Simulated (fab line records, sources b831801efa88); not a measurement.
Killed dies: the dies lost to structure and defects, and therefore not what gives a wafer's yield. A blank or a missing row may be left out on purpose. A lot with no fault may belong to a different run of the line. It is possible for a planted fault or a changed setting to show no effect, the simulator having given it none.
Problem report, 8D (eight disciplines) form, completed by code | flow gf180mcu | the parts of the form that need people (team, actions taken, sign-off) are left out

1. THE PROBLEM
Wafers without a fault read 596.7 W, standard deviation 2; rfFwdPowerW at GF_STI_ETCH_14 reads a mean of 501.6 W on 6 wafers belonging to 2 lots. That is -48 standard deviations from the usual mean.
The step: etches Si in HBr/Cl2/O2, target depth 360 nm, time 102.9 s.
First seen on wafer L378.2, day 2 22:17, on rieSi-02. At this step, 18 wafers from 6 lots have a number in the record. By rule, "out" or "out of limits" means more than 4 standard deviations away from the usual mean. The rest of the wafers with a number are treated as sound.

2. WHAT THIS IS AND IS NOT
question                    | is                     | is not
which readings at this step | rfFwdPowerW            | drypumpMotorCurrentA
which lots                  | L378, L380             | L375, L376, L389, L392
which wafers of those lots  | all that have a number | -
read on which tools         | rieSi-02               | rieSi-01
when                        | from day 2 22:17       | up to then (6 sound wafers); but 6 sound wafers of L389, L392 came after

3. WHAT RULES OUT EACH SUSPECT
Counting: any tool at a process step up to the reading is kept as a suspect provided that every lot that is out went through it and no sound lot did after the first of them.
- rieSi-02 at GF_STI_ETCH_14 (etches Si in HBr/Cl2/O2, target depth 360 nm, time 102.9 s): ruled out as a lasting fault. After its first lot that is out, L378 (day 2 22:17), sound lots L392 ran on it.
Left after counting: nothing in the record.

4. THE CAUSE (what the simulator had put in)
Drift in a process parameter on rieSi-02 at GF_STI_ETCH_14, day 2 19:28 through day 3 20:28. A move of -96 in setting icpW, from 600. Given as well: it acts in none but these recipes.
Counting ruled it out, wrongly.

5. THE EFFECT CHAIN, in route order
Rows list readings where the struck wafers' mean (over those with a number) sits beyond 3 standard deviations from the usual. Scope: only readings with a usual standard deviation given in the record; hours: median across lots of the time from each lot's start at the first step in this table that gives one to its start at this step; sigmas: change in usual standard deviations.
hours | step           | reading      | usual      | on struck wafers | change | sigmas
0     | GF_STI_ETCH_14 | oesProductAu | 1.007 a.u. | 0.960            | -0.047 | -3.4
0     | GF_STI_ETCH_14 | rfFwdPowerW  | 596.7 W    | 501.6            | -95.1  | -48
The process steps in it:
- GF_STI_ETCH_14: etches Si in HBr/Cl2/O2, target depth 360 nm, time 102.9 s.

6. WHAT WOULD HAVE CAUGHT IT SOONER
First out-of-limits reading in this record: day 2 22:17, which is 3 hours after fault onset at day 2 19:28.
